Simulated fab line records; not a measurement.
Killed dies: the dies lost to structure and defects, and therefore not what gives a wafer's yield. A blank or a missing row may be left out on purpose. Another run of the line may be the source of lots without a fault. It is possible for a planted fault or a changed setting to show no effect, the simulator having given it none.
fab line records + flow gf180mcu
record
- lots=12
- wafers=36
- lastDay=33
route steps=602 shown M3@423 V3@429
lots that met no fault: from a run of the same line without faults
startH: hours from the record's opening day to when the first of the lot's shown wafers began + waitH: hours elapsed since this lot's preceding step + " as in the row above + L1.1+2: several wafers, shown together as one row + - no value present, or no start provided + * or withheld: withheld + < > ~ a bound
route shown NAME@n: names a module that has steps shown in the file, with the first one's number in the route + usual: mean/standard deviation taken from wafers without a fault + same: alike in all rows + chamber/n: place in a boat + sites: each site's reading + _std_site: their standard deviation + _edge_site: inner sites' mean taken away from outer sites' mean + radiusMm: how far each site lies from the wafer's centre + mask NAME#n: copy n + behind: the tool/chamber that last shaped the wafer + hold: why the lot went on hold/how many hours it stayed there/how the hold came to an end + device: the transistor (n, p or np) that didn't switch + end of line: tests of these same wafers at the route's end + for a step that has no rows: nothing shown but its recipe + killed: dies lost to structure and defects at the first sort, not the wafer's yield + map: a wafer's dies, marking killed ones x, the rest . and places with no die _
set.NAME: the setting that was run; set.NAME@STEP: the one run at that earlier step + model.NAME: the simulator's own value behind a step, which no gauge read
route steps across a sampled set of lots; one table per step, one row per wafer
services: the hour from which a tool's chamber was out of use, counted from the record's first day as startH (under 0 if before that day), plus the number of hours and why
## steps
# step GF_M3_CD_MEAS_14
# recipe
- targetCdNm=280
# usual
- cdNm=280.2/1.3
| lot.wafer | tool     | chamber | startH | waitH | cdNm  |
|-----------|----------|---------|--------|-------|-------|
| L909.1    | cdSem-02 | -       | 492.85 | 0.1   | 280.2 |
| L909.2    | "        | -       | "      | "     | 280.1 |
| L909.6    | "        | -       | "      | "     | 281.0 |
| L910.2    | cdSem-02 | -       | 506.67 | 0.1   | 279.5 |
| L910.3    | "        | -       | "      | "     | 279.7 |
| L910.6    | "        | -       | "      | "     | 281.2 |
| L911.1    | cdSem-01 | -       | 509.75 | 0.1   | 280.2 |
| L911.5    | "        | -       | "      | "     | 279.7 |
| L911.6    | "        | -       | "      | "     | 280.1 |
| L912.2    | cdSem-01 | -       | 520.02 | 0.1   | 279.0 |
| L912.4    | "        | -       | "      | "     | 279.6 |
| L912.6    | "        | -       | "      | "     | 280.8 |
| L913.3    | cdSem-02 | -       | 536.24 | 0.1   | 280.6 |
| L913.5    | "        | -       | "      | "     | 281.8 |
| L913.6    | "        | -       | "      | "     | 280.1 |
| L918.1    | cdSem-01 | -       | 574.10 | 0.1   | 282.7 |
| L918.2    | "        | -       | "      | "     | 280.4 |
| L918.4    | "        | -       | "      | "     | 279.8 |
| L922.1    | cdSem-01 | -       | 606.35 | 0.1   | 281.1 |
| L922.3    | "        | -       | "      | "     | 279.8 |
| L922.5    | "        | -       | "      | "     | 281.5 |
| L923.3    | cdSem-02 | -       | 617.10 | 0.1   | 281.1 |
| L923.4    | "        | -       | "      | "     | 280.6 |
| L923.5    | "        | -       | "      | "     | 281.6 |
| L925.3    | cdSem-02 | -       | 623.45 | 0.1   | 280.0 |
| L925.4    | "        | -       | "      | "     | 280.1 |
| L925.5    | "        | -       | "      | "     | 279.1 |
| L926.1    | cdSem-01 | -       | 630.31 | 0.1   | 277.8 |
| L926.5    | "        | -       | "      | "     | 277.7 |
| L926.6    | "        | -       | "      | "     | 279.0 |
| L928.2    | cdSem-02 | -       | 640.42 | 0.1   | 280.7 |
| L928.3    | "        | -       | "      | "     | 281.8 |
| L928.4    | "        | -       | "      | "     | 281.2 |
| L929.1    | cdSem-01 | -       | 647.75 | 0.1   | 277.5 |
| L929.3    | "        | -       | "      | "     | 278.0 |
| L929.4    | "        | -       | "      | "     | 276.6 |
# step GF_M3_OVL_MEAS_15
# usual
- M3_OVL=3/5.3
| lot.wafer | tool       | chamber | startH | waitH | M3_OVL[nm] |
|-----------|------------|---------|--------|-------|------------|
| L909.1    | overlay-01 | -       | 492.97 | 0.1   | -4         |
| L909.2    | "          | -       | "      | "     | -3         |
| L909.6    | "          | -       | "      | "     | 0          |
| L910.2    | overlay-01 | -       | 506.78 | 0.1   | 7          |
| L910.3    | "          | -       | "      | "     | 9          |
| L910.6    | "          | -       | "      | "     | 4          |
| L911.1    | overlay-01 | -       | 509.87 | 0.1   | 5          |
| L911.5    | "          | -       | "      | "     | 0          |
| L911.6    | "          | -       | "      | "     | 2          |
| L912.2    | overlay-01 | -       | 520.13 | 0.1   | 6          |
| L912.4    | "          | -       | "      | "     | 9          |
| L912.6    | "          | -       | "      | "     | 8          |
| L913.3    | overlay-01 | -       | 536.33 | 0.1   | 6          |
| L913.5    | "          | -       | "      | "     | -3         |
| L913.6    | "          | -       | "      | "     | 9          |
| L918.1    | overlay-01 | -       | 574.22 | 0.1   | 6          |
| L918.2    | "          | -       | "      | "     | 7          |
| L918.4    | "          | -       | "      | "     | 14         |
| L922.1    | overlay-01 | -       | 606.47 | 0.1   | 5          |
| L922.3    | "          | -       | "      | "     | 9          |
| L922.5    | "          | -       | "      | "     | 5          |
| L923.3    | overlay-02 | -       | 617.19 | 0.1   | 4          |
| L923.4    | "          | -       | "      | "     | 2          |
| L923.5    | "          | -       | "      | "     | 8          |
| L925.3    | overlay-02 | -       | 623.54 | 0.1   | -9         |
| L925.4    | "          | -       | "      | "     | 2          |
| L925.5    | "          | -       | "      | "     | -3         |
| L926.1    | overlay-01 | -       | 630.43 | 0.1   | 7          |
| L926.5    | "          | -       | "      | "     | 7          |
| L926.6    | "          | -       | "      | "     | 11         |
| L928.2    | overlay-01 | -       | 640.53 | 0.1   | 4          |
| L928.3    | "          | -       | "      | "     | 11         |
| L928.4    | "          | -       | "      | "     | 0          |
| L929.1    | overlay-01 | -       | 647.87 | 0.1   | 6          |
| L929.3    | "          | -       | "      | "     | 8          |
| L929.4    | "          | -       | "      | "     | 2          |
# step GF_V3_CVD_00
# recipe
- material=SiO2
- targetThkNm=600
- sigmaOpenFrac=0.3
- tempC=400
- timeS=100
- sih4FlowSccm=60
- pressureMtorr=6
# usual
- sih4FlowSccm=59.98/0.19
| lot.wafer | tool      | chamber | startH | waitH | sih4FlowSccm |
|-----------|-----------|---------|--------|-------|--------------|
| L909.1    | hdpcvd-01 | 2       | 493.68 | 0.0   | 60.12        |
| L909.2    | "         | 1       | "      | "     | 60.29        |
| L909.6    | "         | 2       | "      | "     | 59.77        |
| L910.2    | hdpcvd-02 | 2       | 507.67 | 0.0   | 60.09        |
| L910.3    | "         | 0       | "      | "     | 60.10        |
| L910.6    | "         | 2       | "      | "     | 59.97        |
| L911.1    | hdpcvd-01 | 0       | 510.64 | 0.0   | 60.20        |
| L911.5    | "         | 0       | "      | "     | 59.99        |
| L911.6    | "         | 1       | "      | "     | 60.05        |
| L912.2    | hdpcvd-02 | 0       | 520.95 | 0.0   | 60.25        |
| L912.4    | "         | 2       | "      | "     | 60.13        |
| L912.6    | "         | 0       | "      | "     | 60.00        |
| L913.3    | hdpcvd-01 | 2       | 537.18 | 0.0   | 59.52        |
| L913.5    | "         | 1       | "      | "     | 60.28        |
| L913.6    | "         | 2       | "      | "     | 59.59        |
| L918.1    | hdpcvd-01 | 2       | 575.08 | 0.0   | 60.29        |
| L918.2    | "         | 1       | "      | "     | 59.92        |
| L918.4    | "         | 2       | "      | "     | 60.27        |
| L922.1    | hdpcvd-01 | 2       | 607.18 | 0.0   | 29.87        |
| L922.3    | "         | 1       | "      | "     | 30.17        |
| L922.5    | "         | 0       | "      | "     | 30.04        |
| L923.3    | hdpcvd-02 | 0       | 617.88 | 0.0   | 60.15        |
| L923.4    | "         | 2       | "      | "     | 59.98        |
| L923.5    | "         | 0       | "      | "     | 60.21        |
| L925.3    | hdpcvd-01 | 2       | 624.23 | 0.0   | 29.78        |
| L925.4    | "         | 0       | "      | "     | 29.87        |
| L925.5    | "         | 2       | "      | "     | 30.07        |
| L926.1    | hdpcvd-02 | 0       | 631.13 | 0.0   | 59.73        |
| L926.5    | "         | 2       | "      | "     | 59.71        |
| L926.6    | "         | 0       | "      | "     | 59.94        |
| L928.2    | hdpcvd-02 | 1       | 641.24 | 0.0   | 60.36        |
| L928.3    | "         | 0       | "      | "     | 59.96        |
| L928.4    | "         | 2       | "      | "     | 60.06        |
| L929.1    | hdpcvd-02 | 1       | 648.57 | 0.0   | 59.68        |
| L929.3    | "         | 0       | "      | "     | 60.13        |
| L929.4    | "         | 0       | "      | "     | 59.94        |
# step GF_V3_THK_MEAS_01
# recipe
- reads=SiO2_of_V3_CVD_00
# usual
- V3_CVD_00_THK=599/5.9
| lot.wafer | tool         | chamber | startH | waitH | V3_CVD_00_THK[nm] |
|-----------|--------------|---------|--------|-------|-------------------|
| L909.1    | filmMetro-04 | -       | 493.75 | 0.0   | 589               |
| L909.2    | "            | -       | "      | "     | 591               |
| L909.6    | "            | -       | "      | "     | 589               |
| L910.2    | filmMetro-02 | -       | 507.75 | 0.0   | 606               |
| L910.3    | "            | -       | "      | "     | 606               |
| L910.6    | "            | -       | "      | "     | 607               |
| L911.1    | filmMetro-02 | -       | 510.72 | 0.0   | 603               |
| L911.5    | "            | -       | "      | "     | 597               |
| L911.6    | "            | -       | "      | "     | 603               |
| L912.2    | filmMetro-04 | -       | 521.03 | 0.0   | 604               |
| L912.4    | "            | -       | "      | "     | 604               |
| L912.6    | "            | -       | "      | "     | 605               |
| L913.3    | filmMetro-04 | -       | 537.27 | 0.1   | 599               |
| L913.5    | "            | -       | "      | "     | 606               |
| L913.6    | "            | -       | "      | "     | 600               |
| L918.1    | filmMetro-01 | -       | 575.15 | 0.0   | 601               |
| L918.2    | "            | -       | "      | "     | 598               |
| L918.4    | "            | -       | "      | "     | 603               |
| L922.1    | filmMetro-02 | -       | 607.25 | 0.0   | 301               |
| L922.3    | "            | -       | "      | "     | 303               |
| L922.5    | "            | -       | "      | "     | 304               |
| L923.3    | filmMetro-04 | -       | 617.97 | 0.1   | 608               |
| L923.4    | "            | -       | "      | "     | 612               |
| L923.5    | "            | -       | "      | "     | 608               |
| L925.3    | filmMetro-02 | -       | 624.33 | 0.1   | 296               |
| L925.4    | "            | -       | "      | "     | 289               |
| L925.5    | "            | -       | "      | "     | 295               |
| L926.1    | filmMetro-02 | -       | 631.21 | 0.0   | 602               |
| L926.5    | "            | -       | "      | "     | 601               |
| L926.6    | "            | -       | "      | "     | 593               |
| L928.2    | filmMetro-01 | -       | 641.32 | 0.0   | 599               |
| L928.3    | "            | -       | "      | "     | 603               |
| L928.4    | "            | -       | "      | "     | 601               |
| L929.1    | filmMetro-01 | -       | 648.64 | 0.0   | 607               |
| L929.3    | "            | -       | "      | "     | 597               |
| L929.4    | "            | -       | "      | "     | 608               |
# step GF_V3_ETCH_16
# recipe
- chemistry=N2/H2
- targetDepthA=withheld
- overetchA=withheld
- timeS=withheld
- target=BARC
- ionEnergyEv=200
- sourceW=512.7
- biasW=100
- pressureMtorr=30
- n2FlowSccm=100
- h2FlowSccm=200
# usual
- drypumpMotorCurrentA=5.8/0.58
- oesProductAu=0.855/0.0045
- throttleValvePct=13.224/0.0094
| lot.wafer | tool       | chamber | startH | waitH | drypumpMotorCurrentA | oesProductAu | throttleValvePct |
|-----------|------------|---------|--------|-------|----------------------|--------------|------------------|
| L909.1    | rieDiel-03 | 1       | 518.36 | 0.0   | 4.8                  | 0.857        | 13.233           |
| L909.2    | "          | 0       | "      | "     | 5.4                  | 0.861        | 13.228           |
| L909.6    | "          | 0       | "      | "     | 5.4                  | 0.847        | 13.214           |
| L910.2    | rieDiel-01 | 1       | 531.51 | 0.0   | 5.3                  | 0.856        | 13.201           |
| L910.3    | "          | 2       | "      | "     | 5.4                  | 0.856        | 13.226           |
| L910.6    | "          | 3       | "      | "     | 5.9                  | 0.856        | 13.215           |
| L911.1    | rieDiel-03 | 2       | 534.01 | 0.0   | 6.3                  | 0.856        | 13.241           |
| L911.5    | "          | 0       | "      | "     | 5.4                  | 0.845        | 13.221           |
| L911.6    | "          | 1       | "      | "     | 4.8                  | 0.860        | 13.209           |
| L912.2    | rieDiel-03 | 2       | 544.51 | 0.0   | 6.2                  | 0.853        | 13.215           |
| L912.4    | "          | 0       | "      | "     | 5.4                  | 0.854        | 13.238           |
| L912.6    | "          | 2       | "      | "     | 6.2                  | 0.863        | 13.238           |
| L913.3    | rieDiel-03 | 3       | 561.26 | 0.0   | 6.4                  | 0.849        | 13.237           |
| L913.5    | "          | 3       | "      | "     | 6.4                  | 0.855        | 13.221           |
| L913.6    | "          | 1       | "      | "     | 4.8                  | 0.851        | 13.231           |
| L918.1    | rieDiel-03 | 0       | 596.91 | 0.0   | 5.3                  | 0.862        | 13.222           |
| L918.2    | "          | 3       | "      | "     | 6.4                  | 0.856        | 13.216           |
| L918.4    | "          | 2       | "      | "     | 6.2                  | 0.855        | 13.214           |
| L922.1    | rieDiel-03 | 3       | 628.76 | 0.0   | 6.4                  | 0.855        | 13.200           |
| L922.3    | "          | 0       | "      | "     | 5.3                  | 0.851        | 13.232           |
| L922.5    | "          | 1       | "      | "     | 4.8                  | 0.862        | 13.229           |
| L923.3    | rieDiel-04 | 3       | 639.31 | 0.0   | 6.3                  | 0.854        | 13.232           |
| L923.4    | "          | 0       | "      | "     | 5.9                  | 0.853        | 13.232           |
| L923.5    | "          | 1       | "      | "     | 6.4                  | 0.857        | 13.224           |
| L925.3    | rieDiel-01 | 2       | 644.76 | 0.0   | 5.4                  | 0.849        | 13.214           |
| L925.4    | "          | 3       | "      | "     | 5.8                  | 0.858        | 13.230           |
| L925.5    | "          | 1       | "      | "     | 5.3                  | 0.859        | 13.220           |
| L926.1    | rieDiel-03 | 0       | 652.36 | 0.0   | 5.4                  | 0.859        | 13.225           |
| L926.5    | "          | 2       | "      | "     | 6.2                  | 0.853        | 13.235           |
| L926.6    | "          | 3       | "      | "     | 6.4                  | 0.854        | 13.236           |
| L928.2    | rieDiel-04 | 1       | 661.76 | 0.0   | 6.3                  | 0.862        | 13.222           |
| L928.3    | "          | 0       | "      | "     | 5.9                  | 0.858        | 13.222           |
| L928.4    | "          | 2       | "      | "     | 6.4                  | 0.857        | 13.219           |
| L929.1    | rieDiel-01 | 3       | 668.46 | 0.0   | 5.9                  | 0.861        | 13.222           |
| L929.3    | "          | 2       | "      | "     | 5.4                  | 0.855        | 13.230           |
| L929.4    | "          | 0       | "      | "     | 6.4                  | 0.856        | 13.219           |
## services
| tool       | chamber | startH | hours | kind          |
|------------|---------|--------|-------|---------------|
| hdpcvd-02  | -       | 478.75 | 2.8   | pm            |
| rieDiel-04 | 2       | 489.37 | 2.7   | repair        |
| hdpcvd-01  | 0       | 494.86 | 1.9   | repair        |
| hdpcvd-01  | -       | 496.03 | 0.9   | repair        |
| rieDiel-03 | 2       | 498.58 | 1.9   | repair        |
| hdpcvd-02  | 2       | 499.18 | 5.1   | repair        |
| rieDiel-03 | 2       | 500.52 | -     | clean         |
| rieDiel-03 | 2       | 500.52 | 25.1  | scheduledDown |
| rieDiel-03 | 2       | 500.52 | 25.1  | ventCycle     |
| rieDiel-04 | 1       | 508.06 | 12.7  | repair        |
| rieDiel-03 | 3       | 512.70 | 4.4   | repair        |
| rieDiel-01 | 0       | 524.85 | 9.9   | repair        |
| rieDiel-03 | 3       | 529.84 | -     | clean         |
| rieDiel-03 | 3       | 529.84 | 28.1  | scheduledDown |
| rieDiel-03 | 3       | 529.84 | 28.1  | ventCycle     |
| hdpcvd-01  | -       | 530.03 | 5.5   | pm            |
| hdpcvd-01  | -       | 539.25 | 15.0  | pm            |
| rieDiel-03 | 0       | 557.93 | -     | clean         |
| rieDiel-03 | 0       | 557.93 | 21.9  | scheduledDown |
| rieDiel-03 | 0       | 557.93 | 21.9  | ventCycle     |
| rieDiel-04 | 2       | 565.68 | 4.4   | repair        |
| rieDiel-03 | 3       | 610.14 | 6.7   | repair        |
| rieDiel-03 | 2       | 611.53 | 1.4   | repair        |
| hdpcvd-01  | -       | 635.17 | 2.8   | repair        |
## key
firstSign
- step=GF_V3_CVD_00
- reading=sih4FlowSccm
- direction=down
- sigmas=99+
- usual=59.98
- struck=29.97
effect
- step=GF_V3_THK_MEAS_01
- reading=V3_CVD_00_THK
- direction=down
- sigmas=51
- usual=599
- struck=298
metAt GF_V3_CVD_00
struckLots L922,L925
notActingAt GF_M3_CD_MEAS_14,GF_M3_OVL_MEAS_15,GF_V3_ETCH_16
onsetBetween 575.08 607.18
fault
- kind=processParameterDrift
- tool=hdpcvd-01
- chamber=-
- onsetH=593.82
- steps=GF_V3_CVD_00
- channel=sih4FlowSccm
- offset=-30
- shape=step
- endH=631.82
- actsIn=theseRecipesOnly
- stated=60
